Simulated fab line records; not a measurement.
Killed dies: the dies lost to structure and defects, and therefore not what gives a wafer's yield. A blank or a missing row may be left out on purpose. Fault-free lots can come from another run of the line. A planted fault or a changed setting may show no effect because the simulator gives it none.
Which tool did it? / flow gf180mcu / 14 lots with 42 wafers sampled at 4 steps, on a route of 602 steps

WHAT EACH GAUGE READ, for each wafer
GF_HV_LDD_THK_MEAS_55. Usual: HV_LDD_CVD_54_THK gives 10.01 nm (standard deviation 0.15).
lot=L431; measured=day 12 05:10; on=film metro-03; HV_LDD_CVD_54_THK (nm)=10.29 10.12 10.11; flag=
lot=L432; measured=day 12 08:18; on=film metro-03; HV_LDD_CVD_54_THK (nm)=10.13 10.16 10.12; flag=
lot=L433; measured=day 12 17:20; on=film metro-04; HV_LDD_CVD_54_THK (nm)=9.96 9.94 9.86; flag=
lot=L435; measured=day 13 09:20; on=film metro-04; HV_LDD_CVD_54_THK (nm)=9.93 9.90 9.94; flag=
lot=L436; measured=day 13 14:36; on=film metro-04; HV_LDD_CVD_54_THK (nm)=9.91 9.96 9.99; flag=
lot=L437; measured=day 14 05:24; on=film metro-01; HV_LDD_CVD_54_THK (nm)=10.04 10.04 10.08; flag=
lot=L438; measured=day 14 12:44; on=film metro-01; HV_LDD_CVD_54_THK (nm)=9.84 9.79 9.76; flag=
lot=L439; measured=day 15 03:05; on=film metro-01; HV_LDD_CVD_54_THK (nm)=9.91 9.93 9.90; flag=
lot=L448; measured=day 19 00:03; on=film metro-01; HV_LDD_CVD_54_THK (nm)=9.88 9.81 9.82; flag=
lot=L449; measured=day 18 22:47; on=film metro-01; HV_LDD_CVD_54_THK (nm)=10.11 10.12 9.96; flag=
lot=L450; measured=day 19 07:04; on=film metro-03; HV_LDD_CVD_54_THK (nm)=10.06 10.05 10.14; flag=
lot=L451; measured=day 19 13:11; on=film metro-01; HV_LDD_CVD_54_THK (nm)=9.99 9.88 9.85; flag=
lot=L453; measured=day 19 20:36; on=film metro-04; HV_LDD_CVD_54_THK (nm)=10.09 10.03 9.95; flag=
lot=L454; measured=day 20 13:41; on=film metro-04; HV_LDD_CVD_54_THK (nm)=10.41 10.19 10.32; flag=

GF_CONTACT_THK_MEAS_03. Usual: CONTACT_CVD_02_THK gives 862 nm (standard deviation 11).
lot=L431; measured=day 14 20:38; on=film metro-01; CONTACT_CVD_02_THK (nm)=853 883 867; flag=
lot=L432; measured=day 15 00:40; on=film metro-01; CONTACT_CVD_02_THK (nm)=845 866 853; flag=
lot=L433; measured=day 15 10:40; on=film metro-01; CONTACT_CVD_02_THK (nm)=850 870 859; flag=
lot=L435; measured=day 16 02:47; on=film metro-03; CONTACT_CVD_02_THK (nm)=851 874 868; flag=
lot=L436; measured=day 16 09:12; on=film metro-03; CONTACT_CVD_02_THK (nm)=859 857 871; flag=
lot=L437; measured=day 17 01:13; on=film metro-03; CONTACT_CVD_02_THK (nm)=858 856 882; flag=
lot=L438; measured=day 17 08:20; on=film metro-03; CONTACT_CVD_02_THK (nm)=849 871 877; flag=
lot=L439; measured=day 18 01:10; on=film metro-01; CONTACT_CVD_02_THK (nm)=851 875 870; flag=
lot=L448; measured=day 22 03:13; on=film metro-01; CONTACT_CVD_02_THK (nm)=867 854 871; flag=
lot=L449; measured=day 22 00:19; on=film metro-04; CONTACT_CVD_02_THK (nm)=866 854 866; flag=
lot=L450; measured=day 22 09:52; on=film metro-01; CONTACT_CVD_02_THK (nm)=858 863 868; flag=
lot=L451; measured=day 22 15:20; on=film metro-04; CONTACT_CVD_02_THK (nm)=854 859 880; flag=
lot=L453; measured=day 22 22:26; on=film metro-04; CONTACT_CVD_02_THK (nm)=868 861 871; flag=
lot=L454; measured=day 23 15:35; on=film metro-01; CONTACT_CVD_02_THK (nm)=849 851 838; flag=

EACH LOT AND THE TOOL THAT RAN IT (in order: tool; ch and the chambers of the sampled wafers; start)
lot=L431; GF_STI_SOFTBAKE_08=litho track-04 ch 0, day 1 18:43; GF_SALICIDE_SPUTTER_02=pvd sputter-03, day 14 19:56
lot=L432; GF_STI_SOFTBAKE_08=litho track-01 ch 0, day 2 01:05; GF_SALICIDE_SPUTTER_02=pvd sputter-01, day 14 23:57
lot=L433; GF_STI_SOFTBAKE_08=litho track-02 ch 0, day 2 06:22; GF_SALICIDE_SPUTTER_02=pvd sputter-03, day 15 09:58
lot=L435; GF_STI_SOFTBAKE_08=litho track-02 ch 0, day 2 15:25; GF_SALICIDE_SPUTTER_02=pvd sputter-03, day 16 02:04
lot=L436; GF_STI_SOFTBAKE_08=litho track-02 ch 0, day 2 20:13; GF_SALICIDE_SPUTTER_02=pvd sputter-02, day 16 08:24
lot=L437; GF_STI_SOFTBAKE_08=litho track-01 ch 0, day 3 01:41; GF_SALICIDE_SPUTTER_02=pvd sputter-03, day 17 00:31
lot=L438; GF_STI_SOFTBAKE_08=litho track-01 ch 0, day 3 07:08; GF_SALICIDE_SPUTTER_02=pvd sputter-02, day 17 07:37
lot=L439; GF_STI_SOFTBAKE_08=litho track-01 ch 0, day 3 11:31; GF_SALICIDE_SPUTTER_02=pvd sputter-03, day 18 00:28
lot=L448; GF_STI_SOFTBAKE_08=litho track-01 ch 0, day 5 13:56; GF_SALICIDE_SPUTTER_02=pvd sputter-01, day 22 02:30
lot=L449; GF_STI_SOFTBAKE_08=litho track-01 ch 0, day 5 18:14; GF_SALICIDE_SPUTTER_02=pvd sputter-01, day 21 23:36
lot=L450; GF_STI_SOFTBAKE_08=litho track-04 ch 0, day 5 21:33; GF_SALICIDE_SPUTTER_02=pvd sputter-02, day 22 09:09
lot=L451; GF_STI_SOFTBAKE_08=litho track-04 ch 0, day 6 05:00; GF_SALICIDE_SPUTTER_02=pvd sputter-01, day 22 14:36
lot=L453; GF_STI_SOFTBAKE_08=litho track-02 ch 0, day 6 11:35; GF_SALICIDE_SPUTTER_02=pvd sputter-03, day 22 21:42
lot=L454; GF_STI_SOFTBAKE_08=litho track-04 ch 0, day 6 19:40; GF_SALICIDE_SPUTTER_02=pvd sputter-03, day 23 14:52
- GF_STI_SOFTBAKE_08: time 60 s.
- GF_SALICIDE_SPUTTER_02: material Co, target thk 10 nm, time 20 s.

AS READ BY THE TOOLS THEMSELVES (means over the sampled wafers that have a number; for cases with no such wafer, the mark the record gives instead)
GF_STI_SOFTBAKE_08. Usual: run length s 88.96 s, standard deviation 0.24.
lot=L431; tool=litho track-04; run length s (s)=89.23; flag=
lot=L432; tool=litho track-01; run length s (s)=88.74; flag=
lot=L433; tool=litho track-02; run length s (s)=89.00; flag=
lot=L435; tool=litho track-02; run length s (s)=88.91; flag=
lot=L436; tool=litho track-02; run length s (s)=88.81; flag=
lot=L437; tool=litho track-01; run length s (s)=88.68; flag=
lot=L438; tool=litho track-01; run length s (s)=88.72; flag=
lot=L439; tool=litho track-01; run length s (s)=88.87; flag=
lot=L448; tool=litho track-01; run length s (s)=97.98; flag=OFF
lot=L449; tool=litho track-01; run length s (s)=97.88; flag=OFF
lot=L450; tool=litho track-04; run length s (s)=89.26; flag=
lot=L451; tool=litho track-04; run length s (s)=89.17; flag=
lot=L453; tool=litho track-02; run length s (s)=88.79; flag=
lot=L454; tool=litho track-04; run length s (s)=89.36; flag=

GF_SALICIDE_SPUTTER_02. Usual: throttle valve pct 29.6 %, standard deviation 1.3.
lot=L431; tool=pvd sputter-03; throttle valve pct (%)=29.5; flag=
lot=L432; tool=pvd sputter-01; throttle valve pct (%)=31.8; flag=
lot=L433; tool=pvd sputter-03; throttle valve pct (%)=29.5; flag=
lot=L435; tool=pvd sputter-03; throttle valve pct (%)=29.9; flag=
lot=L436; tool=pvd sputter-02; throttle valve pct (%)=30.0; flag=
lot=L437; tool=pvd sputter-03; throttle valve pct (%)=28.6; flag=
lot=L438; tool=pvd sputter-02; throttle valve pct (%)=29.7; flag=
lot=L439; tool=pvd sputter-03; throttle valve pct (%)=29.8; flag=
lot=L448; tool=pvd sputter-01; throttle valve pct (%)=30.5; flag=
lot=L449; tool=pvd sputter-01; throttle valve pct (%)=28.1; flag=
lot=L450; tool=pvd sputter-02; throttle valve pct (%)=30.5; flag=
lot=L451; tool=pvd sputter-01; throttle valve pct (%)=30.0; flag=
lot=L453; tool=pvd sputter-03; throttle valve pct (%)=29.2; flag=
lot=L454; tool=pvd sputter-03; throttle valve pct (%)=28.8; flag=

THE ANSWER, worked out from the rows above alone
Rule: lot off if the mean of its wafers having a number is beyond 3 standard deviations from the usual mean. Also off: a lot with no number at a reading for which 4 or more lots have one. Where the step has rows for the other lots, those lots are counted as sound. Order of review: gauges by route order, followed by the tools' own readings, for which a lot's mean as printed above is used. At the first step where some lot is off, the reading lying furthest off is the one used; lots without a number count as furthest.
Off: L448, L449, at GF_STI_SOFTBAKE_08 (run length s).
A tool fits if, at that step or a process step before it, it ran every lot that is off, and no sound lot after the first of them. One candidate fits, namely litho track-01 at GF_STI_SOFTBAKE_08. Its last sound lot is L439 (day 3 11:31), its first lot that is off L448 (day 5 13:56): a fault that began between those two fits.
On the lots that are off, the tool's own readings at GF_STI_SOFTBAKE_08 differ by more than 5 times the standard deviation of the sound lots' means, which bears it out; run length s reads 97.93 s there versus 88.96 s on the sound lots.

WHAT THE SIMULATOR HAD INSERTED
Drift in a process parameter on litho track-01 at GF_STI_SOFTBAKE_08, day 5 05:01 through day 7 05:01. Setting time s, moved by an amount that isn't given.
Struck lots among those shown: L449, L448. The rule above reached the same finding.
